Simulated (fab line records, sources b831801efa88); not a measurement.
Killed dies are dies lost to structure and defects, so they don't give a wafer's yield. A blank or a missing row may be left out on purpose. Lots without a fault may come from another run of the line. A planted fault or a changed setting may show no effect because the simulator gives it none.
fab line records | flow gf180mcu
record lots=15 wafers=45 last_day=34
route steps=602 shown HV_LDD@199 NSD@247 PSD@250
lots that met no fault: from a run of the same line without faults
start_h: hours from the record's first day to the start of the lot's first wafer shown | wait_h: hours since the lot's step before | " the same as in the row above | L1.1+2: a row that stands for several wafers | - no value, or no start given | * or withheld: withheld | < > ~ a bound
route shown NAME@n: a module of which the file shows steps, and the number in the route of the first | usual: mean/standard deviation of fault-free wafers | same: alike in all rows | chamber/n: place in a boat | sites: the reading at each site | _std_site: their standard deviation | _edge_site: outer sites' mean less inner sites' | radius_mm: how far each site lies from the wafer's centre | mask NAME#n: copy n | behind: the tool/chamber that last shaped the wafer | hold: why the lot was held/for how many hours/how that ended | device: the transistor (n, p or np) that didn't switch | end of line: the same wafers' tests at the end of the route | a step without rows: its recipe alone | killed: dies lost to structure and defects at the first sort, not the wafer's yield | map: a wafer's dies, x killed, . not, _ none there
set.NAME: the setting as run; set.NAME@STEP: as run at that earlier step | model.NAME: the simulator's own value behind a step, which no gauge read
steps of the route over a sample of lots; a table a step, a row a wafer
services: from which hour (start_h, from the record's first day; less than 0 if before it) a tool's chamber was out of use, for how many hours, and why
## steps
# step GF_HV_LDD_TW_MEAS_23
# usual HV_LDD_2_TW=1044/6.5
# columns lot.wafer tool chamber start_h wait_h HV_LDD_2_TW
L792.4 film_metro-01 - 262.37 0.1 1058
L792.5 " - " " 1052
L792.6 " - " " 1062
L793.1 film_metro-03 - 273.20 0.1 1044
L793.4 " - " " 1043
L793.5 " - " " 1050
L794.1 film_metro-01 - 283.45 0.1 1061
L794.2 " - " " 1062
L794.3 " - " " 1063
L796.1 film_metro-01 - 309.44 0.1 1047
L796.2 " - " " 1046
L796.3 " - " " 1040
L797.2 film_metro-03 - 309.75 0.1 1050
L797.4 " - " " 1049
L797.6 " - " " 1049
L801.3 film_metro-02 - 328.21 0.1 1043
L801.5 " - " " 1039
L801.6 " - " " 1043
L803.1 film_metro-02 - 337.49 0.1 1037
L803.4 " - " " 1040
L803.5 " - " " 1039
L802.2 film_metro-01 - 337.81 0.1 1050
L802.3 " - " " 1045
L802.5 " - " " 1046
L806.4 film_metro-02 - 354.72 0.1 1042
L806.5 " - " " 1036
L806.6 " - " " 1042
L804.1 film_metro-03 - 358.55 0.1 1038
L804.3 " - " " 1049
L804.5 " - " " 1050
L805.3 film_metro-03 - 358.96 0.1 1050
L805.4 " - " " 1045
L805.5 " - " " 1043
L808.2 film_metro-03 - 374.61 0.1 1046
L808.3 " - " " 1042
L808.5 " - " " 1045
L810.4 film_metro-01 - 386.18 0.1 1035
L810.5 " - " " 1040
L810.6 " - " " 1044
L811.1 film_metro-01 - 394.84 0.1 1035
L811.3 " - " " 1037
L811.4 " - " " 1038
L812.2 film_metro-02 - 402.66 0.1 1040
L812.3 " - " " 1035
L812.5 " - " " 1035
# step GF_NSD_TW_MEAS_12
# usual NSD_TW=4208/24
# columns lot.wafer tool chamber start_h wait_h NSD_TW
L792.4 film_metro-04 - 323.00 0.1 4229
L792.5 " - " " 4218
L792.6 " - " " 4236
L793.1 film_metro-03 - 335.85 0.1 4228
L793.4 " - " " 4231
L793.5 " - " " 4204
L794.1 film_metro-01 - 347.70 0.1 4215
L794.2 " - " " 4196
L794.3 " - " " 4230
L796.1 film_metro-01 - 378.20 0.1 4177
L796.2 " - " " 4202
L796.3 " - " " 4190
L797.2 film_metro-03 - 378.26 0.1 4200
L797.4 " - " " 4203
L797.6 " - " " 4203
L801.3 film_metro-03 - 400.47 0.1 4208
L801.5 " - " " 4199
L801.6 " - " " 4194
L803.1 film_metro-01 - 409.45 0.1 4174
L803.4 " - " " 4160
L803.5 " - " " 4160
L802.2 film_metro-03 - 409.93 0.1 4221
L802.3 " - " " 4189
L802.5 " - " " 4215
L806.4 film_metro-04 - 427.68 0.1 4222
L806.5 " - " " 4206
L806.6 " - " " 4208
L804.1 film_metro-01 - 431.70 0.1 4189
L804.3 " - " " 4184
L804.5 " - " " 4186
L805.3 film_metro-03 - 432.32 0.1 4246
L805.4 " - " " 4223
L805.5 " - " " 4231
L808.2 film_metro-01 - 449.27 0.1 4195
L808.3 " - " " 4226
L808.5 " - " " 4226
L810.4 film_metro-04 - 461.48 0.1 4202
L810.5 " - " " 4193
L810.6 " - " " 4186
L811.1 film_metro-01 - 469.91 0.1 4198
L811.3 " - " " 4216
L811.4 " - " " 4191
L812.2 film_metro-03 - 479.16 0.1 4277
L812.3 " - " " 4229
L812.5 " - " " 4248
# step GF_PSD_COAT_02
# recipe resist=NOVOLAK spin_rpm=3000 resist_thk_nm=1000
# usual chill_plate_temp_C=23.01/0.12 dispense_pressure_kPa=56/4.3
# columns lot.wafer tool chamber start_h wait_h chill_plate_temp_C dispense_pressure_kPa
L792.4 litho_track-02 0 332.67 0.1 22.93 58
L792.5 " 0 " " 23.06 58
L792.6 " 0 " " 22.99 58
L793.1 litho_track-02 0 345.35 0.1 23.10 58
L793.4 " 0 " " 22.90 58
L793.5 " 0 " " 23.11 58
L794.1 litho_track-02 0 358.25 0.1 23.10 58
L794.2 " 0 " " 23.04 58
L794.3 " 0 " " 23.06 58
L796.1 litho_track-02 0 388.89 0.1 22.93 58
L796.2 " 0 " " 22.76 58
L796.3 " 0 " " 22.90 58
L797.2 litho_track-04 0 389.43 0.1 22.87 58
L797.4 " 0 " " 22.85 58
L797.6 " 0 " " 23.17 58
L801.3 litho_track-04 0 411.51 0.1 22.78 58
L801.5 " 0 " " 22.88 58
L801.6 " 0 " " 22.85 58
L803.1 litho_track-03 0 420.33 0.1 22.92 48
L803.4 " 0 " " 23.12 48
L803.5 " 0 " " 22.88 48
L802.2 litho_track-02 - 421.87 0.1 - -
L802.3 " - " " - -
L802.5 " - " " - -
L806.4 litho_track-04 - 439.43 0.1 - -
L806.5 " - " " - -
L806.6 " - " " - -
L804.1 litho_track-03 - 444.03 0.1 - -
L804.3 " - " " - -
L804.5 " - " " - -
L805.3 litho_track-02 0 444.09 0.1 22.87 58
L805.4 " 0 " " 23.01 58
L805.5 " 0 " " 22.89 58
L808.2 litho_track-02 0 460.72 0.1 22.85 58
L808.3 " 0 " " 22.92 58
L808.5 " 0 " " 22.91 58
L810.4 litho_track-02 0 473.92 0.1 22.93 58
L810.5 " 0 " " 23.04 58
L810.6 " 0 " " 23.15 58
L811.1 litho_track-02 0 481.19 0.1 23.06 58
L811.3 " 0 " " 23.16 58
L811.4 " 0 " " 23.05 58
L812.2 litho_track-02 0 490.22 0.1 22.87 58
L812.3 " 0 " " 22.88 58
L812.5 " 0 " " 22.75 58
# step GF_PSD_CD_MEAS_07
# recipe target_cd_nm=400
# usual cd_nm=399.6/2
# columns lot.wafer tool chamber start_h wait_h cd_nm
L792.4 cd_sem-02 - 342.60 0.1 401.7
L792.5 " - " " 401.1
L792.6 " - " " 400.9
L793.1 cd_sem-01 - 356.59 0.1 399.4
L793.4 " - " " 402.2
L793.5 " - " " 400.3
L794.1 cd_sem-01 - 369.11 0.1 399.9
L794.2 " - " " 400.7
L794.3 " - " " 398.6
L796.1 cd_sem-01 - 401.08 0.2 397.8
L796.2 " - " " 397.2
L796.3 " - " " 396.1
L797.2 cd_sem-01 - 401.35 0.1 398.1
L797.4 " - " " 396.9
L797.6 " - " " 397.4
L801.3 cd_sem-01 - 424.05 0.1 400.9
L801.5 " - " " 398.9
L801.6 " - " " 401.0
L803.1 cd_sem-01 - 432.64 0.1 399.7
L803.4 " - " " 400.4
L803.5 " - " " 401.0
L802.2 cd_sem-01 - 433.91 0.1 -
L802.3 " - " " -
L802.5 " - " " -
L806.4 cd_sem-02 - 451.74 0.1 -
L806.5 " - " " -
L806.6 " - " " -
L804.1 cd_sem-01 - 455.98 0.1 -
L804.3 " - " " -
L804.5 " - " " -
L805.3 cd_sem-01 - 456.60 0.1 400.6
L805.4 " - " " 400.8
L805.5 " - " " 402.9
L808.2 cd_sem-01 - 473.08 0.1 403.1
L808.3 " - " " 402.3
L808.5 " - " " 400.9
L810.4 cd_sem-01 - 484.97 0.1 402.4
L810.5 " - " " 401.9
L810.6 " - " " 401.9
L811.1 cd_sem-02 - 492.69 0.1 398.4
L811.3 " - " " 399.3
L811.4 " - " " 399.6
L812.2 cd_sem-02 - 502.21 0.1 400.3
L812.3 " - " " 399.8
L812.5 " - " " 400.4
# step GF_PSD_TW_MEAS_11
# usual PSD_TW=3151/15
# columns lot.wafer tool chamber start_h wait_h PSD_TW
L792.4 film_metro-03 - 342.97 0.1 3150
L792.5 " - " " 3148
L792.6 " - " " 3178
L793.1 film_metro-01 - 356.99 0.1 3140
L793.4 " - " " 3130
L793.5 " - " " 3142
L794.1 film_metro-04 - 369.52 0.1 3163
L794.2 " - " " 3167
L794.3 " - " " 3144
L796.1 film_metro-03 - 401.49 0.1 3154
L796.2 " - " " 3146
L796.3 " - " " 3159
L797.2 film_metro-03 - 401.75 0.1 3163
L797.4 " - " " 3137
L797.6 " - " " 3139
L801.3 film_metro-03 - 424.43 0.1 3126
L801.5 " - " " 3133
L801.6 " - " " 3142
L803.1 film_metro-04 - 433.05 0.1 3161
L803.4 " - " " 3145
L803.5 " - " " 3152
L802.2 film_metro-01 - 434.31 0.1 3142
L802.3 " - " " 3144
L802.5 " - " " 3154
L806.4 film_metro-04 - 452.12 0.1 3155
L806.5 " - " " 3145
L806.6 " - " " 3158
L804.1 film_metro-01 - 456.39 0.1 3138
L804.3 " - " " 3144
L804.5 " - " " 3146
L805.3 film_metro-03 - 456.98 0.1 3181
L805.4 " - " " 3187
L805.5 " - " " 3194
L808.2 film_metro-04 - 473.47 0.1 3139
L808.3 " - " " 3129
L808.5 " - " " 3139
L810.4 film_metro-01 - 485.34 0.1 3132
L810.5 " - " " 3127
L810.6 " - " " 3135
L811.1 film_metro-03 - 493.10 0.1 3123
L811.3 " - " " 3139
L811.4 " - " " 3153
L812.2 film_metro-01 - 502.61 0.1 3141
L812.3 " - " " 3140
L812.5 " - " " 3133
## services
# columns tool chamber start_h hours kind
litho_track-03 - 474.92 - consumable_replace:filter
## key
first_sign step=GF_PSD_COAT_02 reading=tool_record direction=missing
effect step=GF_PSD_CD_MEAS_07 reading=cd_nm direction=missing
met_at GF_PSD_COAT_02
struck_lots L802,L804,L806
sort_left_out L802.2,L802.3,L802.5,L804.1,L804.3,L804.5,L806.4,L806.5,L806.6
tester_left_out L802,L804,L806
not_acting_at GF_HV_LDD_TW_MEAS_23,GF_NSD_TW_MEAS_12,GF_PSD_TW_MEAS_11
onset_between 420.33 421.87
fault kind=skipped_step_whole tool=litho_track-02,litho_track-03,litho_track-04 chamber=- onset_h=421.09 steps=GF_PSD_COAT_02 scope=struck_lots_only
# tester_left_out: of these lots the tester's yield and bins aren't shown, on N5 and GAA mostly nor the transistor test; their killed dies are dies lost to structure and defects alone, not to doping, threshold or leakage, so they don't give the yield
# sort_left_out: the simulated sort isn't trusted on such a fault, so these wafers' sort isn't shown, and their yield isn't known
